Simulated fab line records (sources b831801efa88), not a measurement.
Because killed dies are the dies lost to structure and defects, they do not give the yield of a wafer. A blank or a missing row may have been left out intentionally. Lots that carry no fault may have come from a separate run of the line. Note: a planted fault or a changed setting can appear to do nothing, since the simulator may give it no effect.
Which tool was responsible? | flow sky130 | 11 lots with 33 wafers sampled at 3 steps, on a route of 708 steps

WHAT THE GAUGES READ, wafer by wafer
SKY_NWELL_RS_MEAS_29: measures by four-point-probe.
lot  | measured     | on            | NWELL_RS (ohm/sq)
L430 | day 5 09:02  | film-metro-04 | 623.8 624.6 624.2
L431 | day 5 14:28  | film-metro-03 | 625.6 625.8 625.3
L432 | day 5 17:10  | film-metro-01 | 624.8 624.0 622.2
L433 | day 5 22:36  | film-metro-04 | 625.2 626.5 627.4
L434 | day 6 05:13  | film-metro-01 | 626.1 625.6 625.4
L435 | day 6 10:23  | film-metro-01 | 648.4 648.3 647.5
L436 | day 6 15:08  | film-metro-03 | 626.0 624.5 624.6
L439 | day 7 17:58  | film-metro-03 | 647.4 646.1 649.9
L446 | day 9 13:53  | film-metro-01 | 626.1 627.7 625.9
L447 | day 9 20:17  | film-metro-04 | 622.7 621.5 624.0
L451 | day 10 14:52 | film-metro-03 | 624.0 623.6 621.2

TOOL THAT RAN EACH LOT (tool first, then ch and the chambers of the sampled wafers, then the start)
lot  | SKY_FIELD_ISO_ETCH_17           | SKY_NWELL_IMPLANT_11
L430 | rie-si-02 ch 0,1, day 2 05:37   | implanter-04 ch 0, day 4 15:05
L431 | rie-si-02 ch 1,3, day 2 11:28   | implanter-02 ch 0, day 4 20:39
L432 | rie-si-01 ch 0,1,3, day 2 15:21 | implanter-01 ch 0, day 4 23:29
L433 | rie-si-01 ch 1,2,3, day 2 19:48 | implanter-04 ch 0, day 5 04:44
L434 | rie-si-01 ch 2,3, day 3 00:58   | implanter-04 ch 0, day 5 11:19
L435 | rie-si-02 ch 0,2,3, day 3 07:46 | implanter-04 ch 0, day 5 16:20
L436 | rie-si-02 ch 0,1,2, day 3 11:10 | implanter-01 ch 0, day 5 20:22
L439 | rie-si-02 ch 1,2,3, day 4 05:22 | implanter-04 ch 0, day 6 21:11
L446 | rie-si-01 ch 0,1,2, day 5 19:13 | implanter-01 ch 0, day 8 15:22
L447 | rie-si-02 ch 1,3, day 6 02:25   | implanter-01 ch 0, day 8 21:35
L451 | rie-si-01 ch 0,1, day 6 18:21   | implanter-02 ch 0, day 9 15:03
- SKY_FIELD_ISO_ETCH_17: etches Si in HBr/Cl2/O2, target depth 342 nm, time 97.7 s.
- SKY_NWELL_IMPLANT_11

THE ANSWER, worked out from the rows above alone
Rule: the lots themselves supply what counts as usual. Put in order of their means at a reading, lots are off if they are a third of the lots or fewer, leave a main group of 4 or more, and stand apart from it by a gap of 3 or more times the standard deviation of the main group's means; of several such gaps the widest counts. A main group whose means are all the same, to the digits that the tables above print for the reading, isn't used. Also off: a lot with no number at a reading for which 4 or more lots have one. Where the step has rows for the other lots, those lots are counted as sound.
Off: L435, L439, at SKY_NWELL_RS_MEAS_29 (NWELL_RS). The main group: mean 624.8 ohm/sq, standard deviation 1.4.
A tool fits if, at a process step before that reading, it ran every lot that is off, and no sound lot after the first of them. Those tools and the gauges at SKY_NWELL_RS_MEAS_29 are tried in the same way. One candidate fits, namely implanter-04 at SKY_NWELL_IMPLANT_11. A fault onset in the window from L434 (day 5 11:19, its last sound lot) to L435 (day 5 16:20, its first lot off) fits.

WHAT THE SIMULATOR HAD PUT IN
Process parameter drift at SKY_NWELL_IMPLANT_11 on implanter-04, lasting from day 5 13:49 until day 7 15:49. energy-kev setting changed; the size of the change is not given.
Lots struck among those shown: L435, L439. The same result came from the rule above.
